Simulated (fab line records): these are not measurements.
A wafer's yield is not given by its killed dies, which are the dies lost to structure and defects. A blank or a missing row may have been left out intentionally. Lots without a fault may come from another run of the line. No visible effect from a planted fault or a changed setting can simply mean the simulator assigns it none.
Problem report, 8D (eight disciplines) form, completed by code    flow sky130    the parts of the form that need people (team, actions taken, sign-off) are left out

1. PROBLEM STATEMENT
At SKY_CONTACT_STRIP_19, strip_time_to_endpoint_s averages 4.29 s over 6 wafers from 2 lots, while fault-free wafers read 3.62 s, standard deviation 0.033. Relative to the usual mean, that is a shift of +20 standard deviations.
The step: strips in O2/N2.
Earliest sighting: wafer L588.4 on plasma_asher-04 at day 35 04:31. The record has a number at this step for 36 wafers belonging to 12 lots. Rule for "out" (also "out of limits"): further than 4 standard deviations from the usual mean. The other wafers with a number count as sound.

2. WHAT THIS IS AND IS NOT
question                     is                                        is not
which readings at this step  strip_time_to_endpoint_s, oes_product_au  drypump_motor_current_A
which lots                   L588, L593                                L577, L578, L580, L581, L582, L583, L594, L595, L597, L600
which wafers of those lots   all that have a number                    -
read on which tools          plasma_asher-01, plasma_asher-04          plasma_asher-02
when                         from day 35 04:31                         up to then (18 sound wafers); but 12 sound wafers of L594, L595, L597, L600 came after

3. WHAT RULES OUT EACH SUSPECT
Counting: a tool stays on the suspect list if, at a process step up to the reading, it processed all lots that are out and no sound lot following the first of them.
- pvd_sputter-02 at SKY_LI_CONTACT_SPUTTER_19 (material Ti, target thk 20 nm, time 106.37 s): ruled out as a lasting fault. Sound lots L594, L595 ran on it after its first lot that is out, L588 (day 33 01:13).
- litho_track-03 at SKY_CONTACT_COAT_09 (resist thk 450 nm): kept. It processed each lot that is out, first L588 at day 34 16:00, and no sound lot thereafter; up to then, the last sound lot it processed was L581 at day 32 04:00.
The count leaves litho_track-03 at SKY_CONTACT_COAT_09.

4. THE CAUSE (what the simulator had put in)
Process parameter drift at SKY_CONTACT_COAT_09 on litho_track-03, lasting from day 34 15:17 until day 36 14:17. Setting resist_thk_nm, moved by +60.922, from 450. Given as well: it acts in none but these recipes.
After counting, this tool was the only one left.

5. SEQUENCE OF EFFECTS, ordered by route
Each row: a reading whose mean over the struck wafers that have a number lies more than 3 standard deviations from the usual. Only readings whose record carries a usual standard deviation are examined. hours: median over the lots of the time between each lot's start at the first step of this table that gives one and its start at this step. sigmas: the change, counted in usual standard deviations.
hours  step                  reading                   usual       on struck wafers  change  sigmas
0      SKY_CONTACT_STRIP_19  oes_product_au            0.380 a.u.  0.409             +0.029  +6.3
0      SKY_CONTACT_STRIP_19  strip_time_to_endpoint_s  3.62 s      4.29              +0.67   +20
Here are the process steps it includes:
- SKY_CONTACT_STRIP_19: strips in O2/N2.

6. HOW IT WOULD HAVE BEEN CAUGHT EARLIER
The fault began at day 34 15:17; the first out-of-limits reading in this record came at day 35 04:31, 13 hours later.
An alarm limit of 4 standard deviations would not have fired on the tool readings at SKY_CONTACT_COAT_09 for which the record gives a usual standard deviation, since none of them was out on any struck wafer.
L593, from the lots that are out (2), started SKY_CONTACT_COAT_09 on litho_track-03 later than day 35 04:31. Putting the tool on hold at that point would have spared it.
